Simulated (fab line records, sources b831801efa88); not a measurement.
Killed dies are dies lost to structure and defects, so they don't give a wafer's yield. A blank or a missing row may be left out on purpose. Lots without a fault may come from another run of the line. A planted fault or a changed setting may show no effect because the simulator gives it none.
fab line records | flow sky130
record lots=15 wafers=45 last_day=50
route steps=708 shown CONTACT@425 METAL1@435 VIA1@459
lots that met no fault: from a run of the same line without faults
start_h: hours from the record's first day to the start of the lot's first wafer shown | wait_h: hours since the lot's step before | " the same as in the row above | L1.1+2: a row that stands for several wafers | - no value, or no start given | * or withheld: withheld | < > ~ a bound
route shown NAME@n: a module of which the file shows steps, and the number in the route of the first | usual: mean/standard deviation of fault-free wafers | same: alike in all rows | chamber/n: place in a boat | sites: the reading at each site | _std_site: their standard deviation | _edge_site: outer sites' mean less inner sites' | radius_mm: how far each site lies from the wafer's centre | mask NAME#n: copy n | behind: the tool/chamber that last shaped the wafer | hold: why the lot was held/for how many hours/how that ended | device: the transistor (n, p or np) that didn't switch | end of line: the same wafers' tests at the end of the route | a step without rows: its recipe alone | killed: dies lost to structure and defects at the first sort, not the wafer's yield | map: a wafer's dies, x killed, . not, _ none there
set.NAME: the setting as run; set.NAME@STEP: as run at that earlier step | model.NAME: the simulator's own value behind a step, which no gauge read
steps of the route over a sample of lots; a table a step, a row a wafer
services: from which hour (start_h, from the record's first day; less than 0 if before it) a tool's chamber was out of use, for how many hours, and why
## steps
# step SKY_CONTACT_STRIP_19
# recipe chemistry=O2/N2 power_w=1400 pressure_mtorr=1500 platen_temp_c=withheld o2_flow_sccm=3000 n2_flow_sccm=300 overash_fraction=0.5
# usual drypump_motor_current_A=5.7/0.38 oes_product_au=0.381/0.005 strip_time_to_endpoint_s=3.616/0.023
# columns lot.wafer tool chamber start_h wait_h drypump_motor_current_A oes_product_au rf_hours_counter_h strip_time_to_endpoint_s
L995.1 plasma_asher-01 1 732.87 - 6.0 0.388 106 3.633
L995.4 " 0 " " 5.5 0.376 - 3.637
L995.5 " 0 " " 5.6 0.383 - 3.630
L996.2 plasma_asher-01 1 745.80 - 6.0 0.375 0 3.617
L996.3 " 0 " " 5.6 0.395 - 3.637
L996.5 " 1 " " 6.0 0.379 - 3.646
L997.2 plasma_asher-01 0 758.25 - 5.6 0.387 1 3.602
L997.3 " 0 " " 5.6 0.377 - 3.577
L997.4 " 1 " " 6.0 0.378 - 3.604
L998.1 plasma_asher-03 1 766.15 - 6.6 0.379 61 3.597
L998.3 " 0 " " 5.5 0.381 - 3.625
L998.5 " 1 " " 6.6 0.382 - 3.627
L100.4 plasma_asher-04 1 773.21 - 5.8 0.373 - 3.594
L100.5 " 1 " " 5.8 0.382 - 3.581
L100.6 " 0 " " 5.3 0.374 - 3.571
L101.1 plasma_asher-04 0 782.61 - 5.3 0.389 97 3.619
L101.2 " 1 " " 5.8 0.384 97 3.632
L101.3 " 1 " " 5.8 0.387 - 3.607
L102.1 plasma_asher-04 1 787.32 - 5.8 0.376 98 3.589
L102.4 " 0 " " 5.3 0.378 - 3.605
L102.5 " 0 " " 5.3 0.384 - 3.583
L103.2 plasma_asher-04 1 803.22 - 5.8 0.373 100 3.606
L103.3 " 1 " " 5.8 0.382 - 3.559
L103.4 " 0 " " 5.3 0.380 - 3.606
L111.2 plasma_asher-04 0 858.81 - 5.3 0.386 106 3.637
L111.3 " 1 " " 5.8 0.382 - 3.598
L111.5 " 1 " " 5.8 0.386 - 3.606
L112.2 plasma_asher-03 0 861.60 - 5.4 0.380 70 3.622
L112.3 " 0 " " 5.4 0.385 - 3.601
L112.4 " 1 " " 6.6 0.392 - 3.609
L114.1 plasma_asher-04 1 870.83 - 5.8 0.384 107 3.590
L114.5 " 0 " " 5.3 0.373 - 3.625
L114.6 " 1 " " 5.8 0.386 - 3.599
L115.1 plasma_asher-01 1 878.51 - 6.1 0.371 12 3.593
L115.3 " 0 " " 5.6 0.384 - 3.604
L115.5 " 0 " " 5.6 0.386 - 3.612
L116.1 plasma_asher-04 0 886.58 - 5.3 0.384 109 3.601
L116.4 " 1 " " 5.8 0.380 - 3.621
L116.5 " 0 " " 5.3 0.380 - 3.610
L117.2 plasma_asher-01 0 887.73 - 5.6 0.376 13 3.617
L117.3 " 0 " " 5.6 0.381 - 3.619
L117.6 " 1 " " 6.0 0.375 - 3.628
L118.1 plasma_asher-03 0 899.48 - 5.4 0.387 73 3.613
L118.3 " 0 " " 5.4 0.383 - 3.620
L118.6 " 1 " " 6.5 0.389 - 3.621
# step SKY_METAL1_SPUTTER_01
# recipe material=TiN target_thk_nm=20 power_w=6500 time_s=16.7 chamber_pressure_pa=0.4
# usual throttle_valve_pct=29.9/1.2
# columns lot.wafer tool chamber start_h wait_h throttle_valve_pct
L995.1 pvd_sputter-03 - 734.18 0.0 31.0
L995.4 " - " " 29.7
L995.5 " - " " 30.1
L996.2 pvd_sputter-04 - 747.35 0.0 31.8
L996.3 " - " " 28.8
L996.5 " - " " 28.0
L997.2 pvd_sputter-01 - 759.58 0.0 30.1
L997.3 " - " " 30.7
L997.4 " - " " 30.9
L998.1 pvd_sputter-04 - 767.45 0.0 28.5
L998.3 " - " " 28.9
L998.5 " - " " 28.4
L100.4 pvd_sputter-01 - 774.45 0.0 30.8
L100.5 " - " " 30.9
L100.6 " - " " 30.4
L101.1 pvd_sputter-04 - 783.89 0.0 28.8
L101.2 " - " " 31.7
L101.3 " - " " 28.4
L102.1 pvd_sputter-01 - 788.66 0.0 29.2
L102.4 " - " " 29.9
L102.5 " - " " 29.4
L103.2 pvd_sputter-04 - 804.57 0.0 28.2
L103.3 " - " " 28.7
L103.4 " - " " 28.8
L111.2 pvd_sputter-03 - 860.22 0.0 30.9
L111.3 " - " " 31.9
L111.5 " - " " 29.7
L112.2 pvd_sputter-04 - 862.87 0.0 28.0
L112.3 " - " " 31.8
L112.4 " - " " 28.7
L114.1 pvd_sputter-04 - 872.10 0.0 28.3
L114.5 " - " " 28.8
L114.6 " - " " 31.8
L115.1 pvd_sputter-04 - 879.82 0.0 31.8
L115.3 " - " " 28.7
L115.5 " - " " 28.9
L116.1 pvd_sputter-01 - 887.91 0.0 30.2
L116.4 " - " " 30.1
L116.5 " - " " 29.2
L117.2 pvd_sputter-03 - 889.06 0.0 30.7
L117.3 " - " " 31.6
L117.6 " - " " 30.0
L118.1 pvd_sputter-04 - 901.09 0.0 28.5
L118.3 " - " " 29.0
L118.6 " - " " 28.9
# step SKY_METAL1_PEB_13
# recipe peb_temp_c=withheld peb_time_s=withheld resist=KrF-thick
# usual chill_plate_temp_C=* exhaust_pa=44.8/0.92
# columns lot.wafer tool chamber start_h wait_h chill_plate_temp_C exhaust_pa
L995.1 litho_track-01 0 760 - * 44.0
L995.4 " 0 " " * 43.7
L995.5 " 0 " " * 45.2
L996.2 litho_track-01 0 773 - * 44.7
L996.3 " 0 " " * 44.1
L996.5 " 0 774 - * 44.8
L997.2 litho_track-01 0 785 - * 44.1
L997.3 " 0 " " * 44.4
L997.4 " 0 " " * 44.8
L998.1 litho_track-02 0 793 - * 45.0
L998.3 " 0 " " * 45.2
L998.5 " 0 " " * 44.3
L100.4 litho_track-02 0 799 - * 44.6
L100.5 " 0 " " * 44.3
L100.6 " 0 " " * 45.0
L101.1 litho_track-01 - 809 - - -
L101.2 " - " " - -
L101.3 " - " " - -
L102.1 litho_track-01 - 814 - - -
L102.4 " - " " - -
L102.5 " - " " - -
L103.2 litho_track-01 - 829 - - -
L103.3 " - " " - -
L103.4 " - " " - -
L111.2 litho_track-01 0 885 - * 45.0
L111.3 " 0 " " * 45.5
L111.5 " 0 " " * 46.0
L112.2 litho_track-02 0 888 - * 45.4
L112.3 " 0 " " * 44.9
L112.4 " 0 " " * 45.1
L114.1 litho_track-02 0 897 - * 45.6
L114.5 " 0 " " * 45.5
L114.6 " 0 " " * 43.7
L115.1 litho_track-02 0 904 - * 43.2
L115.3 " 0 " " * 43.8
L115.5 " 0 " " * 43.1
L116.1 litho_track-04 0 911 - * 47.0
L116.4 " 0 912 - * 48.6
L116.5 " 0 " " * 44.1
L117.2 litho_track-01 0 914 - * 43.9
L117.3 " 0 " " * 42.7
L117.6 " 0 " " * 42.1
L118.1 litho_track-02 0 924 - * 43.9
L118.3 " 0 " " * 44.5
L118.6 " 0 925 - * 44.0
# step SKY_VIA1_THK_MEAS_01
# recipe reads=SiO2_of_VIA1_HDPCVD_00
# usual VIA1_HDPCVD_THK=1026/10
# columns lot.wafer tool chamber start_h wait_h VIA1_HDPCVD_THK[nm]
L995.1 film_metro-04 - 761.57 0.1 1036
L995.4 " - " " 1022
L995.5 " - " " 1027
L996.2 film_metro-02 - 775.29 0.1 1047
L996.3 " - " " 1032
L996.5 " - " " 1035
L997.2 film_metro-01 - 787.01 0.1 1027
L997.3 " - " " 1032
L997.4 " - " " 1028
L998.1 film_metro-02 - 794.81 0.1 1022
L998.3 " - " " 1033
L998.5 " - " " 1018
L100.4 film_metro-01 - 801.29 0.0 1027
L100.5 " - " " 1027
L100.6 " - " " 1025
L111.2 film_metro-01 - 887.08 0.1 992
L111.3 " - " " 1010
L111.5 " - " " 1007
L112.2 film_metro-01 - 890.21 0.1 1040
L112.3 " - " " 1024
L112.4 " - " " 1029
L114.1 film_metro-04 - 899.27 0.1 1031
L114.5 " - " " 1027
L114.6 " - " " 1017
L115.1 film_metro-01 - 906.09 0.1 1033
L115.3 " - " " 1022
L115.5 " - " " 1009
L116.1 film_metro-01 - 913.37 0.1 1031
L116.4 " - " " 1019
L116.5 " - " " 1026
L117.2 film_metro-02 - 915.58 0.1 1039
L117.3 " - " " 1039
L117.6 " - " " 1029
L118.1 film_metro-01 - 926.31 0.1 1017
L118.3 " - " " 1017
L118.6 " - " " 1033
## services
# columns tool chamber start_h hours kind
plasma_asher-04 - 709.80 4.5 repair
pvd_sputter-04 - 711.83 6.9 repair
plasma_asher-04 - 714.29 2.8 pm
plasma_asher-01 - 733.75 9.0 pm
plasma_asher-01 0 733.75 9.0 vent_cycle
plasma_asher-01 1 733.75 9.0 vent_cycle
plasma_asher-01 0 742.75 - clean
plasma_asher-01 1 742.75 - clean
pvd_sputter-01 - 768.45 2.1 repair
plasma_asher-01 - 778.12 14.7 pm
plasma_asher-03 - 789.53 5.8 repair
plasma_asher-03 - 797.00 2.9 repair
pvd_sputter-03 - 806.96 1.1 repair
plasma_asher-04 - 870.05 0.7 repair
plasma_asher-03 - 880.53 1.2 repair
pvd_sputter-04 - 893.05 2.2 repair
## key
first_sign step=SKY_METAL1_PEB_13 reading=tool_record direction=missing
effect none on later readings
met_at SKY_METAL1_PEB_13
struck_lots L101,L102,L103
later_rows_left_out L101.1,L101.2,L101.3,L102.1,L102.4,L102.5,L103.2,L103.3,L103.4
sort_left_out L101.1,L101.2,L101.3,L102.1,L102.4,L102.5,L103.2,L103.3,L103.4
not_acting_at SKY_CONTACT_STRIP_19,SKY_METAL1_SPUTTER_01,SKY_VIA1_THK_MEAS_01
onset_between 785 809
fault kind=skipped_step_whole tool=litho_track-01 chamber=- onset_h=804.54 steps=SKY_METAL1_PEB_13 scope=struck_lots_only
# sort_left_out: the simulated sort isn't trusted on such a fault, so these wafers' sort isn't shown, and their yield isn't known
# later_rows_left_out: the simulator's readings of these wafers behind a module that went badly wrong aren't trusted and aren't shown, but for the sort
